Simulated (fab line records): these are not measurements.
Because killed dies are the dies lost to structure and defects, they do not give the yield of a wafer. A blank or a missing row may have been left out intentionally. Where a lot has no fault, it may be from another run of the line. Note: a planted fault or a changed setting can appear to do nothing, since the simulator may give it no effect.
Problem report in the 8D (eight disciplines) form, filled by code ; flow gf180mcu ; the parts of the form that need people (team, actions taken, sign-off) are left out

1. PROBLEM STATEMENT
Wafers free of any fault read 552.2 (standard deviation 2.9) for MVPSD_TW at GF_MVPSD_TW_MEAS_11, against a mean of 360.5 on 6 wafers of 2 lots. Relative to the usual mean, that is a shift of -66 standard deviations.
First observed at day 8 11:35: wafer L861.3, on filmMetro-04. At this step, 36 wafers from 12 lots have a number in the record. Rule for "out" (also "out of limits"): further than 4 standard deviations from the usual mean. Any other wafer with a number is counted as sound.

2. WHAT IT IS; WHAT IT IS NOT
question;is;is not
which readings at this step;MVPSD_TW;-
which lots;L861, L862;L848, L851, L854, L860, L864, L865, L866, L867, L868, L869
which wafers of those lots;all that have a number;-
read on which gauges;filmMetro-02, filmMetro-04;filmMetro-03
when;from day 8 11:35;"up to then (12 sound wafers); but 18 sound wafers of L864, L865, L866, L867, L868, L869 came after"

3. WHAT RULES OUT EACH SUSPECT
Counting: any tool at a process step up to the reading is kept as a suspect provided that every lot that is out went through it and no sound lot did after the first of them.
- the gauge at GF_MVPSD_TW_MEAS_11 has been ruled out. The wafers that are out were read on 2 gauges (filmMetro-02, filmMetro-04).
- plasmaAsher-02 at GF_NWELL_STRIP_10 (strips in O2/N2): ruled out as a lasting fault. Following L861 (day 6 11:32), the first lot on it that is out, the sound lots L866, L869 were run on it.
- implanter-03 at GF_MVPSD_IMPLANT_08: kept. It processed each lot that is out, first L861 at day 8 11:13, and no sound lot thereafter; up to then, the last sound lot it processed was L854 at day 6 18:54. Its own readings are out on those wafers: doseIonsCm2, faradayCurrentUA.
The count leaves implanter-03 at GF_MVPSD_IMPLANT_08.

4. THE CAUSE (what the simulator had put in)
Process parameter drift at GF_MVPSD_IMPLANT_08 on implanter-03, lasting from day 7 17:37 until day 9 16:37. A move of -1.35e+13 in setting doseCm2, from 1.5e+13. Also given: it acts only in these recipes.
Counting left only this tool.

5. THE EFFECT CHAIN, in route order
Each row: a reading whose mean over the struck wafers that have a number lies more than 3 standard deviations from the usual. Scope: only readings with a usual standard deviation given in the record; hours: median across lots of the time from each lot's start at the first step in this table that gives one to its start at this step; sigmas: change in usual standard deviations.
hours;step;reading;usual;on struck wafers;change;sigmas
0;GF_MVPSD_IMPLANT_08;doseIonsCm2;1.5e+13;1.5e+12;-1.4e+13;-99 or more
0;GF_MVPSD_IMPLANT_08;faradayCurrentUA;84.5;8.3;-76.2;-45
0;GF_MVPSD_TW_MEAS_11;MVPSD_TW;552.2;360.5;-191.7;-66
72;GF_VT_IMPLANT_RS_MEAS_49;MVPSD_RS;1168.7 ohm/sq;2971.8;+1803.0;+99 or more
The process steps in it:
- GF_MVPSD_IMPLANT_08
Later steps that measure or inspect, where all struck wafers having a row at the step show a number for every such reading and not one has moved that far: GF_VT_IMPLANT_OVL_MEAS_07.

6. HOW IT WOULD HAVE BEEN CAUGHT EARLIER
18 hours passed between the start of the fault at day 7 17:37 and the first reading out of limits at a measuring or inspecting step in this record, taken at day 8 11:35.
Tool's own readings at GF_MVPSD_IMPLANT_08, doseIonsCm2, faradayCurrentUA: out on all struck wafers the step has rows for; an alarm limit on them would have tripped on the first.
L862, from the lots that are out (2), started GF_MVPSD_IMPLANT_08 on implanter-03 later than day 8 11:35. Had the tool been put on hold then, it would have been spared.
